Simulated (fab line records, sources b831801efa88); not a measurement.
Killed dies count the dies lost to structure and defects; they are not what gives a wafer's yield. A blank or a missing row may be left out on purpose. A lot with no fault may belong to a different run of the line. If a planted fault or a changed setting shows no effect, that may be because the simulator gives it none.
Problem report in the 8D (eight disciplines) form, filled by code || flow gf180mcu || the parts of the form that need people (team, actions taken, sign-off) are left out

1. THE ISSUE
At GF_M5_EXPOSE_04, exposureDoseMJCm2 averages 27.03 over 9 wafers from 3 lots, while fault-free wafers read 28.08, standard deviation 0.11. Measured from the usual mean, that is -9.5 standard deviations.
The step: exposes mask Metal5, target cd 280 nm.
First observed at day 26 17:05: wafer L257.2, on krfScanner-02. At this step, 21 wafers from 7 lots have a number in the record. Rule for "out" (also "out of limits"): further than 4 standard deviations from the usual mean. All remaining wafers that have a number are taken as sound.

2. WHAT IT IS AND WHAT IT IS NOT
{"question": "which readings at this step", "is": "exposureDoseMJCm2", "is not": "-"}
{"question": "which lots", "is": "L257, L258, L262", "is not": "L255, L256, L267, L273"}
{"question": "which wafers of those lots", "is": "all that have a number", "is not": "-"}
{"question": "read on which tools", "is": "krfScanner-02", "is not": "krfScanner-01"}
{"question": "when", "is": "from day 26 17:05", "is not": "up to then (6 sound wafers); but 6 sound wafers of L267, L273 came after"}

3. WHAT RULES OUT EACH SUSPECT
Counting: a tool at a process step up to the reading stays a suspect if it ran every lot that is out and no sound lot after the first of them.
- krfScanner-02 at GF_M5_EXPOSE_04 (exposes mask Metal5, target cd 280 nm): kept. It ran every lot that is out, first L257 (day 26 17:05), and no sound lot after that; its last sound lot up to then is L256 (day 26 12:06). Its own exposureDoseMJCm2 readings are out on those wafers.
After counting, what remains is krfScanner-02 at GF_M5_EXPOSE_04.

4. THE CAUSE (what the simulator had put in)
Process parameter drift: krfScanner-02, from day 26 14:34 on, at GF_M5_EXPOSE_04. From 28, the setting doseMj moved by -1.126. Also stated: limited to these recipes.
The count eliminated every tool but this one.

5. SEQUENCE OF EFFECTS, ordered by route
One row per reading whose mean, taken over the struck wafers that have a number, lies over 3 standard deviations from the usual. Readings are gone through only where the record gives a usual standard deviation; hours: the median, over the lots, of the time from a lot's start at the first step in this table giving one to that lot's start at this step; sigmas: the change measured in usual standard deviations.
{"hours": 0, "step": "GF_M5_EXPOSE_04", "reading": "exposureDoseMJCm2", "usual": 28.08, "on struck wafers": 27.03, "change": -1.05, "sigmas": -9.5}
Its process steps:
- GF_M5_EXPOSE_04: exposes mask Metal5, target cd 280 nm.
At these later measuring or inspecting steps, every struck wafer for which the step has a row has a number for every such reading, and none has moved that far: GF_M5_CD_MEAS_07, GF_M5_OVL_MEAS_08.

6. HOW IT WOULD HAVE BEEN CAUGHT EARLIER
3 hours passed between the start of the fault at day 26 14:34 and the first reading out of limits in this record, taken at day 26 17:05.
